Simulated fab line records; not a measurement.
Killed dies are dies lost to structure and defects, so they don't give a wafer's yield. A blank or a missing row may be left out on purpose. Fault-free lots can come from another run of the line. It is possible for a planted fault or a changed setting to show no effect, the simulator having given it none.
Problem report, 8D (eight disciplines) form, completed by code -- flow gf180mcu -- the parts of the form that need people (team, actions taken, sign-off) are left out

== 1. THE PROBLEM ==
At GF_V2_ETCH_17, bias w averages 1292 W over 6 wafers from 2 lots, while fault-free wafers read 1200 W, standard deviation 3.5. Relative to the usual mean, that is a shift of +26 standard deviations.
The step: etches SiO2 in C4F8/O2/Ar, stops on TiN, target depth 630 nm.
Earliest sighting: wafer L880.2 on rie diel-01 at day 23 22:00. The record has a number at this step for 18 wafers belonging to 6 lots. By rule, "out" or "out of limits" means more than 4 standard deviations away from the usual mean. Any other wafer with a number is counted as sound.

== 2. WHAT IT IS AND WHAT IT IS NOT ==
question,is,is not
which readings at this step,bias w,-
which lots,"L880, L881","L873, L874, L889, L892"
which wafers of those lots,all that have a number,-
read on which tools,rie diel-01,"rie diel-02, rie diel-04"
when,from day 23 22:00,"up to then (6 sound wafers); but 6 sound wafers of L889, L892 came after"

== 3. WHAT RULES OUT EACH SUSPECT ==
Counting: a tool at a process step up to the reading stays a suspect if it ran every lot that is out and no sound lot after the first of them.
- rie diel-01 at GF_V2_ETCH_16 (etches BARC in N2/H2): kept. It processed each lot that is out, first L880 at day 23 22:45, and no sound lot thereafter; up to then, the last sound lot it processed was L874 at day 22 00:10.
- rie diel-01 at GF_V2_ETCH_17 (etches SiO2 in C4F8/O2/Ar, stops on TiN, target depth 630 nm): kept. It processed each lot that is out, first L880 at day 23 22:00, and no sound lot thereafter; up to then, the last sound lot it processed was L874 at day 22 00:00. Its own bias w readings are out on those wafers.
After counting, rie diel-01 at GF_V2_ETCH_16 and rie diel-01 at GF_V2_ETCH_17 remain.

== 4. THE CAUSE (what the simulator had put in) ==
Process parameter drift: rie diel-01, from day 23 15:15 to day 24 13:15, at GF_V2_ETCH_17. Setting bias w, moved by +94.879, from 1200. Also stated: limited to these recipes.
Of the 2 suspects that counting leaves, this tool is one.

== 5. THE EFFECT CHAIN, in route order ==
One row per reading whose mean, taken over the struck wafers that have a number, lies over 3 standard deviations from the usual. Scope: only readings with a usual standard deviation given in the record; hours: median across lots of the time from each lot's start at the first step in this table that gives one to its start at this step; sigmas: change in usual standard deviations.
hours,step,reading,usual,on struck wafers,change,sigmas
0,GF_V2_ETCH_17,bias w,1200 W,1292,+92,+26
Its process steps:
- GF_V2_ETCH_17: etches SiO2 in C4F8/O2/Ar, stops on TiN, target depth 630 nm.

== 6. WHAT WOULD HAVE CAUGHT IT SOONER ==
In this record no reading fell out of limits until day 23 22:00, 7 hours after the fault had begun at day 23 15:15.
